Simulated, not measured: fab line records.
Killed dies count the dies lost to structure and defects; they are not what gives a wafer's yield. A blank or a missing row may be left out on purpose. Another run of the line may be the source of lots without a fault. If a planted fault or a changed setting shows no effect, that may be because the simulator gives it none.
fab line records / flow sfq_line
[record] lots = 6 wafers = 18 last_day = 87
route steps=325 shown M0@38 I0@43
lots untouched by any fault: they come from a run of this same line in which no faults occurred
start_h: hours from the record's opening day to when the first of the lot's shown wafers began / wait_h: hours from the lot's prior step to this one / " unchanged from the row above / L1.1+2: several wafers, shown together as one row / - no value present, or no start provided / * or withheld: withheld / < > ~ a bound
route shown NAME@n: a module of which the file shows steps, and the number in the route of the first / usual: mean/standard deviation of fault-free wafers / same: alike in all rows / chamber/n: place in a boat / sites: each site's reading / _std_site: the values' standard deviation / _edge_site: inner sites' mean taken away from outer sites' mean / radius_mm: for every site, how far away it sits from the centre of the wafer / mask NAME#n: copy n / behind: the most recent tool/chamber to have shaped the wafer / hold: the reason the lot was held/the length of the hold in hours/how it ended / device: transistor that didn't switch, given as n, p or np / end of line: tests run on the same wafers once the route is complete / step lacking rows: just its recipe / killed: at the first sort, the dies lost to defects and structure; wafer yield is something else / map: shows each die of a wafer: x if killed, . if not, _ if none is there
set.NAME: the setting as run; set.NAME@STEP: as run at that earlier step / model.NAME: the simulator's own value behind a step, which no gauge read
lots at some steps of the route; a table a step, a row a wafer
services: the hour from which a tool's chamber was out of use, counted from the record's first day as start_h (under 0 if before that day), plus the number of hours and why
[[steps]]
[step SFQ_M0_OVL_MEAS_906]
[usual] M0_OVL = -1/4.3
lot.wafer=L175.2 tool=overlay-02 chamber=- start_h=176.86 wait_h=0.1 M0_OVL[nm]=-6
lot.wafer=L175.3 tool=overlay-02 chamber=- start_h=176.86 wait_h=0.1 M0_OVL[nm]=-4
lot.wafer=L175.4 tool=overlay-02 chamber=- start_h=176.86 wait_h=0.1 M0_OVL[nm]=-2
lot.wafer=L182.1 tool=overlay-01 chamber=- start_h=217.46 wait_h=0.1 M0_OVL[nm]=4
lot.wafer=L182.3 tool=overlay-01 chamber=- start_h=217.46 wait_h=0.1 M0_OVL[nm]=0
lot.wafer=L182.5 tool=overlay-01 chamber=- start_h=217.46 wait_h=0.1 M0_OVL[nm]=2
lot.wafer=L188.1 tool=overlay-02 chamber=- start_h=360.40 wait_h=0.1 M0_OVL[nm]=2
lot.wafer=L188.2 tool=overlay-02 chamber=- start_h=360.40 wait_h=0.1 M0_OVL[nm]=-4
lot.wafer=L188.5 tool=overlay-02 chamber=- start_h=360.40 wait_h=0.1 M0_OVL[nm]=5
lot.wafer=L191.2 tool=overlay-01 chamber=- start_h=382.94 wait_h=0.1 M0_OVL[nm]=3
lot.wafer=L191.5 tool=overlay-01 chamber=- start_h=382.94 wait_h=0.1 M0_OVL[nm]=3
lot.wafer=L191.6 tool=overlay-01 chamber=- start_h=382.94 wait_h=0.1 M0_OVL[nm]=4
lot.wafer=L192.2 tool=overlay-01 chamber=- start_h=389.19 wait_h=0.1 M0_OVL[nm]=3
lot.wafer=L192.5 tool=overlay-01 chamber=- start_h=389.19 wait_h=0.1 M0_OVL[nm]=-3
lot.wafer=L192.6 tool=overlay-01 chamber=- start_h=389.19 wait_h=0.1 M0_OVL[nm]=-2
lot.wafer=L196.2 tool=overlay-01 chamber=- start_h=433.90 wait_h=0.1 M0_OVL[nm]=-10
lot.wafer=L196.4 tool=overlay-01 chamber=- start_h=433.90 wait_h=0.1 M0_OVL[nm]=-12
lot.wafer=L196.6 tool=overlay-01 chamber=- start_h=433.90 wait_h=0.1 M0_OVL[nm]=-9
[step SFQ_TRILAYER_M0_BARC_OPEN_METAL_ETCH_031]
[recipe] mask_material = PR chemistry = O2 target_depth_nm = 125 target = BARC icp_w = 600 bias_w = 80 pressure_mtorr = 10 time_s = 41.7
[step SFQ_TRILAYER_M0_ETCH_METAL_ETCH_024]
[recipe] target = Nb stop_on = SiO2 mask_material = PR chemistry = Cl2/Ar target_depth_nm = 240 icp_w = 600 bias_w = 80 pressure_mtorr = 10 time_s = 120
[step SFQ_TRILAYER_M0_STRIP_STRIP_025]
[recipe] gas = O2 power_w = 200 platen_temp_c = 40 overash_fraction = 0.65 chemistry = O2 pressure_mtorr = 50
[usual] chamber_pressure_mTorr = 50.00/0.048 drypump_motor_current_A = 5.92/0.24 oes_product_au = 0.999/0.011
lot.wafer=L175.2 tool=rie_metal-01 chamber=1 start_h=177.08 wait_h=0.1 chamber_pressure_mTorr=49.86 drypump_motor_current_A=6.31 oes_product_au=0.999 rf_hours_counter_h=9
lot.wafer=L175.3 tool=rie_metal-01 chamber=0 start_h=177.08 wait_h=0.1 chamber_pressure_mTorr=49.95 drypump_motor_current_A=6.13 oes_product_au=1.018 rf_hours_counter_h=-
lot.wafer=L175.4 tool=rie_metal-01 chamber=1 start_h=177.08 wait_h=0.1 chamber_pressure_mTorr=50.01 drypump_motor_current_A=6.29 oes_product_au=1.001 rf_hours_counter_h=-
lot.wafer=L182.1 tool=rie_metal-01 chamber=0 start_h=217.68 wait_h=0.1 chamber_pressure_mTorr=49.91 drypump_motor_current_A=6.12 oes_product_au=1.002 rf_hours_counter_h=156
lot.wafer=L182.3 tool=rie_metal-01 chamber=1 start_h=217.68 wait_h=0.1 chamber_pressure_mTorr=50.03 drypump_motor_current_A=6.28 oes_product_au=1.002 rf_hours_counter_h=-
lot.wafer=L182.5 tool=rie_metal-01 chamber=1 start_h=217.68 wait_h=0.1 chamber_pressure_mTorr=49.98 drypump_motor_current_A=6.32 oes_product_au=1.001 rf_hours_counter_h=-
lot.wafer=L188.1 tool=rie_metal-03 chamber=0 start_h=360.62 wait_h=0.1 chamber_pressure_mTorr=50.00 drypump_motor_current_A=5.92 oes_product_au=0.978 rf_hours_counter_h=170
lot.wafer=L188.2 tool=rie_metal-03 chamber=1 start_h=360.62 wait_h=0.1 chamber_pressure_mTorr=50.04 drypump_motor_current_A=5.96 oes_product_au=1.005 rf_hours_counter_h=50
lot.wafer=L188.5 tool=rie_metal-03 chamber=0 start_h=360.62 wait_h=0.1 chamber_pressure_mTorr=50.00 drypump_motor_current_A=5.89 oes_product_au=0.978 rf_hours_counter_h=-
lot.wafer=L191.2 tool=rie_metal-02 chamber=1 start_h=383.15 wait_h=0.1 chamber_pressure_mTorr=50.00 drypump_motor_current_A=5.74 oes_product_au=0.985 rf_hours_counter_h=148
lot.wafer=L191.5 tool=rie_metal-02 chamber=0 start_h=383.15 wait_h=0.1 chamber_pressure_mTorr=50.05 drypump_motor_current_A=5.64 oes_product_au=1.008 rf_hours_counter_h=-
lot.wafer=L191.6 tool=rie_metal-02 chamber=1 start_h=383.15 wait_h=0.1 chamber_pressure_mTorr=49.94 drypump_motor_current_A=5.74 oes_product_au=0.988 rf_hours_counter_h=-
lot.wafer=L192.2 tool=rie_metal-02 chamber=1 start_h=389.41 wait_h=0.1 chamber_pressure_mTorr=50.00 drypump_motor_current_A=5.76 oes_product_au=0.988 rf_hours_counter_h=149
lot.wafer=L192.5 tool=rie_metal-02 chamber=1 start_h=389.41 wait_h=0.1 chamber_pressure_mTorr=49.98 drypump_motor_current_A=5.76 oes_product_au=0.992 rf_hours_counter_h=-
lot.wafer=L192.6 tool=rie_metal-02 chamber=0 start_h=389.41 wait_h=0.1 chamber_pressure_mTorr=50.14 drypump_motor_current_A=5.63 oes_product_au=1.000 rf_hours_counter_h=-
lot.wafer=L196.2 tool=rie_metal-01 chamber=1 start_h=434.17 wait_h=0.1 chamber_pressure_mTorr=49.96 drypump_motor_current_A=6.28 oes_product_au=0.998 rf_hours_counter_h=50
lot.wafer=L196.4 tool=rie_metal-01 chamber=0 start_h=434.17 wait_h=0.1 chamber_pressure_mTorr=50.04 drypump_motor_current_A=6.10 oes_product_au=1.024 rf_hours_counter_h=-
lot.wafer=L196.6 tool=rie_metal-01 chamber=0 start_h=434.17 wait_h=0.1 chamber_pressure_mTorr=50.04 drypump_motor_current_A=6.10 oes_product_au=1.024 rf_hours_counter_h=-
[step SFQ_TRILAYER_M0_STRIP_SOLV_CLEAN_026]
[recipe] chemistry = NMP temp_c = 70 time_s = 600
[step SFQ_TRILAYER_I0_DEP_PECVD_027]
[recipe] material = SiO2 temp_c = 150 time_s = 111.11 pressure_torr = 2.4 rf_w = 183.3 precursor = SiH4/N2O target_thk_nm = 500
[usual] heater_power_w = 90/13 throttle_valve_pct = 25.4/1.3
lot.wafer=L175.2 tool=pecvd-02 chamber=1 start_h=177.85 wait_h=0.0 heater_power_w=84 throttle_valve_pct=24.4
lot.wafer=L175.3 tool=pecvd-02 chamber=0 start_h=177.85 wait_h=0.0 heater_power_w=92 throttle_valve_pct=26.4
lot.wafer=L175.4 tool=pecvd-02 chamber=0 start_h=177.85 wait_h=0.0 heater_power_w=94 throttle_valve_pct=25.9
lot.wafer=L182.1 tool=pecvd-04 chamber=0 start_h=218.45 wait_h=0.0 heater_power_w=91 throttle_valve_pct=22.3
lot.wafer=L182.3 tool=pecvd-04 chamber=2 start_h=218.45 wait_h=0.0 heater_power_w=71 throttle_valve_pct=23.6
lot.wafer=L182.5 tool=pecvd-04 chamber=0 start_h=218.45 wait_h=0.0 heater_power_w=77 throttle_valve_pct=22.3
lot.wafer=L188.1 tool=pecvd-03 chamber=0 start_h=361.40 wait_h=0.0 heater_power_w=85 throttle_valve_pct=25.7
lot.wafer=L188.2 tool=pecvd-03 chamber=1 start_h=361.40 wait_h=0.0 heater_power_w=123 throttle_valve_pct=25.8
lot.wafer=L188.5 tool=pecvd-03 chamber=1 start_h=361.40 wait_h=0.0 heater_power_w=126 throttle_valve_pct=26.0
lot.wafer=L191.2 tool=pecvd-03 chamber=0 start_h=383.93 wait_h=0.0 heater_power_w=82 throttle_valve_pct=25.4
lot.wafer=L191.5 tool=pecvd-03 chamber=1 start_h=383.93 wait_h=0.0 heater_power_w=120 throttle_valve_pct=26.0
lot.wafer=L191.6 tool=pecvd-03 chamber=0 start_h=383.93 wait_h=0.0 heater_power_w=85 throttle_valve_pct=25.9
lot.wafer=L192.2 tool=pecvd-02 chamber=1 start_h=390.18 wait_h=0.0 heater_power_w=78 throttle_valve_pct=25.0
lot.wafer=L192.5 tool=pecvd-02 chamber=2 start_h=390.18 wait_h=0.0 heater_power_w=99 throttle_valve_pct=25.6
lot.wafer=L192.6 tool=pecvd-02 chamber=0 start_h=390.18 wait_h=0.0 heater_power_w=80 throttle_valve_pct=26.6
lot.wafer=L196.2 tool=pecvd-04 chamber=0 start_h=435.15 wait_h=0.0 heater_power_w=87 throttle_valve_pct=22.9
lot.wafer=L196.4 tool=pecvd-04 chamber=0 start_h=435.15 wait_h=0.0 heater_power_w=89 throttle_valve_pct=23.2
lot.wafer=L196.6 tool=pecvd-04 chamber=2 start_h=435.15 wait_h=0.0 heater_power_w=61 throttle_valve_pct=24.3
[step SFQ_TRILAYER_I0_CMP_CMP_028]
[recipe] material = SiO2 down_force_psi = 3 platen_rpm = 60 pad_velocity_m_s = 0.94248
[usual] motor_current_A = 10.0/1.4 time_to_endpoint_s = 218/8
lot.wafer=L175.3 tool=cmp-02 chamber=0 start_h=177.93 wait_h=0.0 motor_current_A=9.7 time_to_endpoint_s=210
lot.wafer=L175.4 tool=cmp-02 chamber=1 start_h=177.93 wait_h=0.0 motor_current_A=12.1 time_to_endpoint_s=226
lot.wafer=L175.2 tool=cmp-02 chamber=3 start_h=179.43 wait_h=1.5 motor_current_A=9.2 time_to_endpoint_s=211
lot.wafer=L182.3 tool=cmp-01 chamber=0 start_h=218.53 wait_h=0.0 motor_current_A=8.9 time_to_endpoint_s=217
lot.wafer=L182.1 tool=cmp-01 chamber=3 start_h=220.03 wait_h=1.5 motor_current_A=12.5 time_to_endpoint_s=228
lot.wafer=L182.5 tool=cmp-01 chamber=1 start_h=221.03 wait_h=2.5 motor_current_A=10.1 time_to_endpoint_s=231
lot.wafer=L188.2 tool=cmp-01 chamber=1 start_h=361.97 wait_h=0.5 motor_current_A=10.2 time_to_endpoint_s=235
lot.wafer=L188.1 tool=cmp-01 chamber=2 start_h=361.97 wait_h=0.5 motor_current_A=8.4 time_to_endpoint_s=220
lot.wafer=L188.5 tool=cmp-01 chamber=1 start_h=363.97 wait_h=2.5 motor_current_A=9.7 time_to_endpoint_s=245
lot.wafer=L191.2 tool=cmp-02 chamber=2 start_h=385.00 wait_h=1.0 motor_current_A=8.7 time_to_endpoint_s=223
lot.wafer=L191.6 tool=cmp-02 chamber=0 start_h=386.00 wait_h=2.0 motor_current_A=9.7 time_to_endpoint_s=221
lot.wafer=L191.5 tool=cmp-02 chamber=1 start_h=386.00 wait_h=2.0 motor_current_A=11.6 time_to_endpoint_s=232
lot.wafer=L192.2 tool=cmp-02 chamber=2 start_h=391.76 wait_h=1.5 motor_current_A=9.0 time_to_endpoint_s=207
lot.wafer=L192.5 tool=cmp-02 chamber=3 start_h=391.76 wait_h=1.5 motor_current_A=9.0 time_to_endpoint_s=215
lot.wafer=L192.6 tool=cmp-02 chamber=0 start_h=391.76 wait_h=1.5 motor_current_A=10.1 time_to_endpoint_s=219
lot.wafer=L196.2 tool=cmp-02 chamber=0 start_h=435.23 wait_h=0.0 motor_current_A=9.5 time_to_endpoint_s=209
lot.wafer=L196.4 tool=cmp-02 chamber=2 start_h=436.23 wait_h=1.0 motor_current_A=8.9 time_to_endpoint_s=223
lot.wafer=L196.6 tool=cmp-02 chamber=1 start_h=437.73 wait_h=2.5 motor_current_A=11.6 time_to_endpoint_s=215
[step SFQ_I0_BOW_MEAS_907]
[recipe] mode = bow
[usual] I0_BOW = 0/6.9
lot.wafer=L175.2 tool=film_metro-03 chamber=- start_h=180.95 wait_h=1.0 I0_BOW[um]=-7
lot.wafer=L175.3 tool=film_metro-03 chamber=- start_h=180.95 wait_h=1.0 I0_BOW[um]=3
lot.wafer=L175.4 tool=film_metro-03 chamber=- start_h=180.95 wait_h=1.0 I0_BOW[um]=-12
lot.wafer=L182.1 tool=film_metro-03 chamber=- start_h=221.53 wait_h=1.0 I0_BOW[um]=11
lot.wafer=L182.3 tool=film_metro-03 chamber=- start_h=221.53 wait_h=1.0 I0_BOW[um]=-6
lot.wafer=L182.5 tool=film_metro-03 chamber=- start_h=221.53 wait_h=1.0 I0_BOW[um]=0
lot.wafer=L188.1 tool=film_metro-03 chamber=- start_h=364.47 wait_h=1.5 I0_BOW[um]=13
lot.wafer=L188.2 tool=film_metro-03 chamber=- start_h=364.47 wait_h=1.5 I0_BOW[um]=-12
lot.wafer=L188.5 tool=film_metro-03 chamber=- start_h=364.47 wait_h=1.5 I0_BOW[um]=8
lot.wafer=L191.2 tool=film_metro-03 chamber=- start_h=387.02 wait_h=1.5 I0_BOW[um]=-4
lot.wafer=L191.5 tool=film_metro-03 chamber=- start_h=387.02 wait_h=1.5 I0_BOW[um]=6
lot.wafer=L191.6 tool=film_metro-03 chamber=- start_h=387.02 wait_h=1.5 I0_BOW[um]=9
lot.wafer=L192.2 tool=film_metro-04 chamber=- start_h=393.28 wait_h=1.0 I0_BOW[um]=-6
lot.wafer=L192.5 tool=film_metro-04 chamber=- start_h=393.28 wait_h=1.0 I0_BOW[um]=-8
lot.wafer=L192.6 tool=film_metro-04 chamber=- start_h=393.28 wait_h=1.0 I0_BOW[um]=-6
lot.wafer=L196.2 tool=film_metro-03 chamber=- start_h=438.25 wait_h=2.5 I0_BOW[um]=-1
lot.wafer=L196.4 tool=film_metro-03 chamber=- start_h=438.25 wait_h=2.5 I0_BOW[um]=3
lot.wafer=L196.6 tool=film_metro-03 chamber=- start_h=438.25 wait_h=2.5 I0_BOW[um]=-10
[step SFQ_TRILAYER_I0_METRO_MEASURE_029]
[usual] thk_nm = 200.8/0.99
lot.wafer=L175.2 tool=film_metro-03 chamber=- start_h=181.25 wait_h=0.3 thk_nm=200.5
lot.wafer=L175.3 tool=film_metro-03 chamber=- start_h=181.25 wait_h=0.3 thk_nm=201.1
lot.wafer=L175.4 tool=film_metro-03 chamber=- start_h=181.25 wait_h=0.3 thk_nm=200.6
lot.wafer=L182.1 tool=film_metro-03 chamber=- start_h=221.65 wait_h=0.1 thk_nm=201.9
lot.wafer=L182.3 tool=film_metro-03 chamber=- start_h=221.65 wait_h=0.1 thk_nm=199.9
lot.wafer=L182.5 tool=film_metro-03 chamber=- start_h=221.65 wait_h=0.1 thk_nm=200.8
lot.wafer=L188.1 tool=film_metro-03 chamber=- start_h=364.59 wait_h=0.1 thk_nm=201.3
lot.wafer=L188.2 tool=film_metro-03 chamber=- start_h=364.59 wait_h=0.1 thk_nm=201.1
lot.wafer=L188.5 tool=film_metro-03 chamber=- start_h=364.59 wait_h=0.1 thk_nm=203.0
lot.wafer=L191.2 tool=film_metro-03 chamber=- start_h=387.32 wait_h=0.3 thk_nm=201.4
lot.wafer=L191.5 tool=film_metro-03 chamber=- start_h=387.32 wait_h=0.3 thk_nm=200.9
lot.wafer=L191.6 tool=film_metro-03 chamber=- start_h=387.32 wait_h=0.3 thk_nm=199.3
lot.wafer=L192.2 tool=film_metro-04 chamber=- start_h=393.58 wait_h=0.3 thk_nm=200.3
lot.wafer=L192.5 tool=film_metro-04 chamber=- start_h=393.58 wait_h=0.3 thk_nm=200.5
lot.wafer=L192.6 tool=film_metro-04 chamber=- start_h=393.58 wait_h=0.3 thk_nm=201.3
lot.wafer=L196.2 tool=film_metro-03 chamber=- start_h=438.55 wait_h=0.3 thk_nm=199.4
lot.wafer=L196.4 tool=film_metro-03 chamber=- start_h=438.55 wait_h=0.3 thk_nm=201.3
lot.wafer=L196.6 tool=film_metro-03 chamber=- start_h=438.55 wait_h=0.3 thk_nm=202.4
[step SFQ_TRILAYER_I0_VIA_LITHO_COAT_036]
[recipe] resist = BARC spin_rpm = 3000 resist_thk_nm = 62
[step SFQ_TRILAYER_I0_VIA_LITHO_COAT_031]
[recipe] resist = KrF spin_rpm = 3000 resist_thk_nm = 650
[step SFQ_TRILAYER_I0_VIA_LITHO_SOFTBAKE_035]
[recipe] temp_c = withheld time_s = withheld resist = KrF
[step SFQ_TRILAYER_I0_VIA_LITHO_EXPOSE_032]
[recipe] mask_id = I0 na = 0.6 source_shape = conventional sigma_outer = 0.65 target_cd_nm = 500 dose_mj = 21.3
lot.wafer=L175.2+3+4 tool=krf_scanner-02 chamber=0 start_h=276.53 wait_h=- mask=I0#0 model.I0.overlay_x_nm=1.968
lot.wafer=L182.1+3+5 tool=krf_scanner-01 chamber=0 start_h=339.70 wait_h=- mask=I0#0 model.I0.overlay_x_nm=50.2
lot.wafer=L188.1+2+5 tool=krf_scanner-01 chamber=0 start_h=368.43 wait_h=- mask=I0#0 model.I0.overlay_x_nm=38.41
lot.wafer=L191.2+5+6 tool=krf_scanner-02 chamber=0 start_h=389.27 wait_h=- mask=I0#0 model.I0.overlay_x_nm=-5.868
lot.wafer=L192.2+5+6 tool=krf_scanner-02 chamber=0 start_h=533.64 wait_h=- mask=I0#0 model.I0.overlay_x_nm=-6.02
lot.wafer=L196.2+4+6 tool=krf_scanner-02 chamber=0 start_h=599.26 wait_h=- mask=I0#0 model.I0.overlay_x_nm=-3.429
[step SFQ_TRILAYER_I0_VIA_LITHO_PEB_034]
[recipe] peb_temp_c = 115 peb_time_s = 60 resist = KrF
[step SFQ_TRILAYER_I0_VIA_LITHO_DEVELOP_033]
[recipe] time_s = 60 resist = KrF
[step SFQ_I0_OVL_MEAS_908]
[usual] I0_OVL = -1/5
lot.wafer=L175.2 tool=overlay-01 chamber=- start_h=277.84 wait_h=0.1 I0_OVL[nm]=1
lot.wafer=L175.3 tool=overlay-01 chamber=- start_h=277.84 wait_h=0.1 I0_OVL[nm]=0
lot.wafer=L175.4 tool=overlay-01 chamber=- start_h=277.84 wait_h=0.1 I0_OVL[nm]=-4
lot.wafer=L182.1 tool=overlay-02 chamber=- start_h=341.20 wait_h=0.1 I0_OVL[nm]=49
lot.wafer=L182.3 tool=overlay-02 chamber=- start_h=341.20 wait_h=0.1 I0_OVL[nm]=44
lot.wafer=L182.5 tool=overlay-02 chamber=- start_h=341.20 wait_h=0.1 I0_OVL[nm]=41
lot.wafer=L188.1 tool=overlay-02 chamber=- start_h=369.93 wait_h=0.1 I0_OVL[nm]=44
lot.wafer=L188.2 tool=overlay-02 chamber=- start_h=369.93 wait_h=0.1 I0_OVL[nm]=31
lot.wafer=L188.5 tool=overlay-02 chamber=- start_h=369.93 wait_h=0.1 I0_OVL[nm]=42
lot.wafer=L191.2 tool=overlay-01 chamber=- start_h=390.58 wait_h=0.1 I0_OVL[nm]=-10
lot.wafer=L191.5 tool=overlay-01 chamber=- start_h=390.58 wait_h=0.1 I0_OVL[nm]=-1
lot.wafer=L191.6 tool=overlay-01 chamber=- start_h=390.58 wait_h=0.1 I0_OVL[nm]=-5
lot.wafer=L192.2 tool=overlay-01 chamber=- start_h=534.95 wait_h=0.1 I0_OVL[nm]=-9
lot.wafer=L192.5 tool=overlay-01 chamber=- start_h=534.95 wait_h=0.1 I0_OVL[nm]=-2
lot.wafer=L192.6 tool=overlay-01 chamber=- start_h=534.95 wait_h=0.1 I0_OVL[nm]=-14
lot.wafer=L196.2 tool=overlay-01 chamber=- start_h=600.57 wait_h=0.1 I0_OVL[nm]=-1
lot.wafer=L196.4 tool=overlay-01 chamber=- start_h=600.57 wait_h=0.1 I0_OVL[nm]=-6
lot.wafer=L196.6 tool=overlay-01 chamber=- start_h=600.57 wait_h=0.1 I0_OVL[nm]=-2
[step SFQ_TRILAYER_I0_VIA_BARC_OPEN_VIA_ETCH_046]
[recipe] mask_material = PR chemistry = O2 target_depth_nm = 125 target = BARC source_w = 500 bias_w = 80 pressure_mtorr = 30 time_s = 41.7
[usual] chamber_pressure_mTorr = 30.00/0.037 drypump_motor_current_A = 5.6/0.32 oes_product_au = 0.684/0.0052
lot.wafer=L175.2 tool=rie_diel-01 chamber=3 start_h=277.87 wait_h=0.0 chamber_pressure_mTorr=30.07 drypump_motor_current_A=5.2 oes_product_au=0.682 rf_hours_counter_h=1
lot.wafer=L175.3 tool=rie_diel-01 chamber=1 start_h=277.87 wait_h=0.0 chamber_pressure_mTorr=29.99 drypump_motor_current_A=5.9 oes_product_au=0.675 rf_hours_counter_h=6
lot.wafer=L175.4 tool=rie_diel-01 chamber=0 start_h=277.87 wait_h=0.0 chamber_pressure_mTorr=30.02 drypump_motor_current_A=5.8 oes_product_au=0.673 rf_hours_counter_h=47
lot.wafer=L182.1 tool=rie_diel-02 chamber=0 start_h=341.24 wait_h=0.0 chamber_pressure_mTorr=29.97 drypump_motor_current_A=5.6 oes_product_au=0.680 rf_hours_counter_h=26
lot.wafer=L182.3 tool=rie_diel-02 chamber=2 start_h=341.24 wait_h=0.0 chamber_pressure_mTorr=30.01 drypump_motor_current_A=6.0 oes_product_au=0.684 rf_hours_counter_h=1
lot.wafer=L182.5 tool=rie_diel-02 chamber=3 start_h=341.24 wait_h=0.0 chamber_pressure_mTorr=29.99 drypump_motor_current_A=5.5 oes_product_au=0.698 rf_hours_counter_h=-
lot.wafer=L188.1 tool=rie_diel-02 chamber=3 start_h=369.96 wait_h=0.0 chamber_pressure_mTorr=30.04 drypump_motor_current_A=5.5 oes_product_au=0.680 rf_hours_counter_h=108
lot.wafer=L188.2 tool=rie_diel-02 chamber=2 start_h=369.96 wait_h=0.0 chamber_pressure_mTorr=30.00 drypump_motor_current_A=6.0 oes_product_au=0.690 rf_hours_counter_h=1
lot.wafer=L188.5 tool=rie_diel-02 chamber=1 start_h=369.96 wait_h=0.0 chamber_pressure_mTorr=29.93 drypump_motor_current_A=5.0 oes_product_au=0.683 rf_hours_counter_h=-
lot.wafer=L191.2 tool=rie_diel-02 chamber=3 start_h=390.61 wait_h=0.0 chamber_pressure_mTorr=30.03 drypump_motor_current_A=5.5 oes_product_au=0.684 rf_hours_counter_h=108
lot.wafer=L191.5 tool=rie_diel-02 chamber=1 start_h=390.61 wait_h=0.0 chamber_pressure_mTorr=30.00 drypump_motor_current_A=5.0 oes_product_au=0.689 rf_hours_counter_h=-
lot.wafer=L191.6 tool=rie_diel-02 chamber=3 start_h=390.61 wait_h=0.0 chamber_pressure_mTorr=30.01 drypump_motor_current_A=5.5 oes_product_au=0.679 rf_hours_counter_h=-
lot.wafer=L192.2 tool=rie_diel-01 chamber=2 start_h=534.98 wait_h=0.0 chamber_pressure_mTorr=29.99 drypump_motor_current_A=6.0 oes_product_au=0.688 rf_hours_counter_h=9
lot.wafer=L192.5 tool=rie_diel-01 chamber=2 start_h=534.98 wait_h=0.0 chamber_pressure_mTorr=29.96 drypump_motor_current_A=6.0 oes_product_au=0.688 rf_hours_counter_h=-
lot.wafer=L192.6 tool=rie_diel-01 chamber=1 start_h=534.98 wait_h=0.0 chamber_pressure_mTorr=29.95 drypump_motor_current_A=5.9 oes_product_au=0.680 rf_hours_counter_h=-
lot.wafer=L196.2 tool=rie_diel-04 chamber=1 start_h=600.60 wait_h=0.0 chamber_pressure_mTorr=30.00 drypump_motor_current_A=6.0 oes_product_au=0.684 rf_hours_counter_h=5
lot.wafer=L196.4 tool=rie_diel-04 chamber=0 start_h=600.60 wait_h=0.0 chamber_pressure_mTorr=30.00 drypump_motor_current_A=5.3 oes_product_au=0.688 rf_hours_counter_h=4
lot.wafer=L196.6 tool=rie_diel-04 chamber=2 start_h=600.60 wait_h=0.0 chamber_pressure_mTorr=29.97 drypump_motor_current_A=5.6 oes_product_au=0.690 rf_hours_counter_h=-
[[services]]
tool=cmp-02 chamber=- start_h=153.14 hours=5.4 kind=repair
tool=cmp-02 chamber=- start_h=166.72 hours=3.9 kind=repair
tool=film_metro-03 chamber=- start_h=172.94 hours=1.0 kind=pm
tool=krf_scanner-02 chamber=- start_h=188.18 hours=0.8 kind=pm
tool=cmp-02 chamber=- start_h=200.13 hours=3.9 kind=pm
tool=cmp-02 chamber=- start_h=225.15 hours=6.3 kind=pm
tool=krf_scanner-02 chamber=- start_h=235.28 hours=0.8 kind=pm
tool=cmp-02 chamber=- start_h=257.04 hours=0.3 kind=repair
tool=film_metro-03 chamber=- start_h=259.55 hours=0.5 kind=pm
tool=cmp-02 chamber=- start_h=270.66 hours=1.4 kind=repair
tool=film_metro-03 chamber=- start_h=283.67 hours=0.7 kind=pm
tool=krf_scanner-02 chamber=- start_h=318.33 hours=1.0 kind=pm
tool=krf_scanner-02 chamber=- start_h=319.33 hours=1.3 kind=pm
tool=film_metro-03 chamber=- start_h=322.52 hours=0.8 kind=pm
tool=krf_scanner-02 chamber=- start_h=356.85 hours=0.8 kind=pm
tool=film_metro-03 chamber=- start_h=366.92 hours=0.8 kind=pm
tool=krf_scanner-02 chamber=- start_h=380.10 hours=3.6 kind=pm
tool=krf_scanner-02 chamber=- start_h=396.03 hours=2.3 kind=repair
tool=cmp-02 chamber=- start_h=410.94 hours=4.0 kind=pm
tool=krf_scanner-02 chamber=- start_h=421.17 hours=4.0 kind=pm
tool=cmp-02 chamber=- start_h=425.67 hours=2.4 kind=repair
tool=film_metro-03 chamber=- start_h=503.68 hours=1.1 kind=pm
tool=film_metro-03 chamber=- start_h=528.67 hours=0.6 kind=pm
tool=film_metro-03 chamber=- start_h=567.59 hours=2.9 kind=pm
[[key]]
[first_sign] step = SFQ_I0_OVL_MEAS_908 reading = I0_OVL direction = up sigmas = 8.7 usual = -1 struck = 42
effect none on later readings
[model_effect] step = SFQ_TRILAYER_I0_VIA_LITHO_EXPOSE_032 value = I0.overlay_x_nm without = 3.689 struck = 44.31
met_at SFQ_TRILAYER_I0_VIA_LITHO_EXPOSE_032
struck_wafers L182.1,L182.3,L182.5,L188.1,L188.2,L188.5
also_fits SFQ_TRILAYER_I0_CMP_CMP_028:cmp-01
[fault] kind = scanner_matching_overlay tool = krf_scanner-01 chamber = - onset_h = 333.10 steps = SFQ_TRILAYER_I0_VIA_LITHO_EXPOSE_032 offset = 40.616
